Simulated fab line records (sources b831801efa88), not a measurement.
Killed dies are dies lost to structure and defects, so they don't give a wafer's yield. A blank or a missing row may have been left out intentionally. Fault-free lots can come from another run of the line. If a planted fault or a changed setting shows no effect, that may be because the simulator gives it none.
Which tool was responsible?    flow sky130    route of 708 steps, sampled at 1 step: 14 lots, 42 wafers

## WHAT THE GAUGES SHOWED, per wafer
Not one reading of a measure or inspect step in the record can be checked against a usual standard deviation.

## TOOL THAT RAN EACH LOT (tool first, then ch and the chambers of the sampled wafers, then the start)
lot   SKY_GATE_OXIDE_OXIDATION_16
L738  furnace-01 ch 0, day 14 07:24
L740  furnace-01 ch 0, day 15 04:16
L741  furnace-01 ch 0, day 15 15:09
L742  furnace-01 ch 0, day 15 22:48
L744  furnace-01 ch 0, day 16 11:05
L745  furnace-01 ch 0, day 17 03:52
L746  furnace-01 ch 0, day 17 03:52
L748  furnace-02 ch 0, day 17 22:07
L749  furnace-02 ch 0, day 18 01:09
L751  furnace-02, day 18 22:24
L752  furnace-02, day 19 21:13
L753  furnace-02 ch 0, day 20 00:08
L759  furnace-02 ch 0, day 21 17:51
L760  furnace-02 ch 0, day 22 01:33
- SKY_GATE_OXIDE_OXIDATION_16: stabilise 600 s, purge 300 s, target thk 3.57 nm.

## WHAT THE TOOLS THEMSELVES READ (means of the sampled wafers that have a number; where no wafer has one, the mark that the record gives instead)
SKY_GATE_OXIDE_OXIDATION_16. Usual: ox_temp_c 799.9 C, standard deviation 0.35; ox_temp_c_max 803.7, standard deviation 1; spike_tc_top_C 816.5 C, standard deviation 1.3; tube_center_temp_C 800.01 C, standard deviation 0.07; zone_power_bottom_pct 24.5 %, standard deviation 1.1.
lot   tool        ox_temp_c (C)  ox_temp_c_max  spike_tc_top_C (C)  tube_center_temp_C (C)  zone_power_bottom_pct (%)  flag
L738  furnace-01  799.8          802.9          817.6               799.98                  23.6                       
L740  furnace-01  800.5          803.6          816.3               799.97                  23.4                       
L741  furnace-01  800.1          803.7          817.8               800.02                  23.4                       
L742  furnace-01  800.0          803.4          816.8               800.02                  23.1                       
L744  furnace-01  800.0          803.2          817.6               800.01                  23.4                       
L745  furnace-01  799.6          802.5          816.7               800.08                  23.5                       
L746  furnace-01  800.1          802.8          817.5               800.07                  23.3                       
L748  furnace-02  800.0          804.0          815.0               800.03                  25.5                       
L749  furnace-02  800.4          804.5          816.1               800.03                  25.7                       
L751  furnace-02  -              -              -                   -                       -                          OFF
L752  furnace-02  -              -              -                   -                       -                          OFF
L753  furnace-02  800.3          804.4          815.7               800.05                  25.7                       
L759  furnace-02  800.0          804.7          816.2               800.01                  25.6                       
L760  furnace-02  800.4          804.9          816.1               800.07                  25.4                       

## THE ANSWER, worked out from the rows above alone
Rule: a lot counts as off when the mean over its wafers that have a number is more than 3 standard deviations away from the usual mean. A lot without any number at a reading at which 4 lots or more have one is off too. Any other lot the step has rows for is counted as sound. First the gauges in route order, then the tools' own readings, where a lot's mean is used as printed above. At the first step where some lot is off, the reading lying furthest off is the one used; lots without a number count as furthest.
Off, at SKY_GATE_OXIDE_OXIDATION_16 on ox_temp_c: L751, L752. Without a number there: L751, L752.
If a tool, at that step or one of the process steps before it, ran each lot that is off and ran no sound lot following the first of them, it fits. Of those tried, none fits.

## WHAT THE SIMULATOR HAD INSERTED
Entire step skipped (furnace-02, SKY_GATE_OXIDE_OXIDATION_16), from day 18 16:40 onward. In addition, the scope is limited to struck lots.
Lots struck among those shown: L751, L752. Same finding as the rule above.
